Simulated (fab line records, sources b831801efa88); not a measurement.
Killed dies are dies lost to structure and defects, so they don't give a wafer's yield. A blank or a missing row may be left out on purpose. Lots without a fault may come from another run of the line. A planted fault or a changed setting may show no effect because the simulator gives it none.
Which tool did it? | flow sky130 | 11 lots, 33 wafers sampled, at 2 steps of a route of 708

WHAT THE GAUGES READ, wafer by wafer
SKY_VIA1_CD_MEAS_12: target cd 150 nm. Usual: cd_nm 150.5 nm, standard deviation 1.8.
lot  | measured     | on        | cd_nm (nm)        | flag
L446 | day 33 14:34 | cd_sem-02 | 152.2 150.8 151.8 |
L451 | day 36 10:38 | cd_sem-02 | 152.0 153.3 152.8 |
L454 | day 37 04:37 | cd_sem-02 | 151.7 151.9 151.2 |
L456 | day 37 09:43 | cd_sem-01 | 151.3 151.1 150.2 |
L455 | day 37 10:07 | cd_sem-02 | 150.2 147.8 148.3 |
L463 | day 39 03:32 | cd_sem-01 | 149.8 149.4 150.8 |
L464 | day 39 11:37 | cd_sem-02 | 150.9 152.5 149.5 |
L465 | day 39 17:31 | cd_sem-02 | 153.7 150.8 150.9 |
L467 | day 40 12:37 | cd_sem-01 | 150.5 150.3 151.3 |
L468 | day 40 16:05 | cd_sem-01 | 145.2 144.9 147.1 |
L469 | day 40 22:19 | cd_sem-02 | 150.4 150.5 150.1 |

WHICH TOOL RAN EACH LOT (tool, then ch and the chambers of the sampled wafers, then the start)
lot  | SKY_METAL1_METAL_ETCH_19
L446 | rie_metal-02 ch 0,1, day 32 10:15
L451 | rie_metal-04 ch 1, day 35 06:56
L454 | rie_metal-03 ch 0,1, day 36 01:05
L456 | rie_metal-02 ch 0, day 36 06:41
L455 | rie_metal-04 ch 0,1, day 36 06:55
L463 | rie_metal-02 ch 0,1, day 38 01:02
L464 | rie_metal-04 ch 0, day 38 10:00
L465 | rie_metal-04 ch 0,1, day 38 15:24
L467 | rie_metal-03 ch 0,1, day 39 10:34
L468 | rie_metal-04 ch 0,1, day 39 15:02
L469 | rie_metal-02 ch 0, day 39 21:13
- SKY_METAL1_METAL_ETCH_19: etches the open film in Cl2/BCl3, stops on SiO2, target depth 360 nm, time 78 s.

WHAT THE TOOLS THEMSELVES READ (means of the sampled wafers that have a number; where no wafer has one, the mark that the record gives instead)
SKY_METAL1_METAL_ETCH_19. Usual: drypump_motor_current_A 5.4 A, standard deviation 0.34; mfc_cl2_sccm 60.02 sccm, standard deviation 0.19; oes_product_au 0.856 a.u., standard deviation 0.0053; throttle_valve_pct 22.264 %, standard deviation 0.009.
lot  | tool         | drypump_motor_current_A (A) | mfc_cl2_sccm (sccm) | oes_product_au (a.u.) | throttle_valve_pct (%) | flag
L446 | rie_metal-02 | 5.6                         | 59.90               | 0.854                 | 22.272                 |
L451 | rie_metal-04 | 5.3                         | 60.14               | 0.858                 | 22.258                 |
L454 | rie_metal-03 | 5.2                         | 59.97               | 0.852                 | 22.263                 |
L456 | rie_metal-02 | 5.5                         | 60.30               | 0.862                 | 22.261                 |
L455 | rie_metal-04 | 5.5                         | 59.87               | 0.852                 | 22.259                 |
L463 | rie_metal-02 | 5.5                         | 59.93               | 0.857                 | 22.261                 |
L464 | rie_metal-04 | 5.9                         | 59.95               | 0.853                 | 22.269                 |
L465 | rie_metal-04 | 5.7                         | 60.25               | 0.855                 | 22.254                 |
L467 | rie_metal-03 | 5.2                         | 60.14               | 0.856                 | 22.254                 |
L468 | rie_metal-04 | 5.7                         | 59.85               | 0.858                 | 22.268                 |
L469 | rie_metal-02 | 5.5                         | 60.17               | 0.865                 | 22.263                 |

THE ANSWER, worked out from the rows above alone
Rule: a lot is off if the mean of its wafers that have a number lies more than 3 standard deviations from the usual mean. A lot without any number at a reading at which 4 lots or more have one is off too. The other lots that the step has rows for count as sound. The gauges are gone through in route order, then the tools' own readings, and for those a lot's mean is taken as printed above. The first step at which some lot is off is used, and at that step the reading that is off furthest; a lot without a number counts as furthest.
No lot is off at any reading shown: from this, nothing can be told.

WHAT THE SIMULATOR HAD PUT IN
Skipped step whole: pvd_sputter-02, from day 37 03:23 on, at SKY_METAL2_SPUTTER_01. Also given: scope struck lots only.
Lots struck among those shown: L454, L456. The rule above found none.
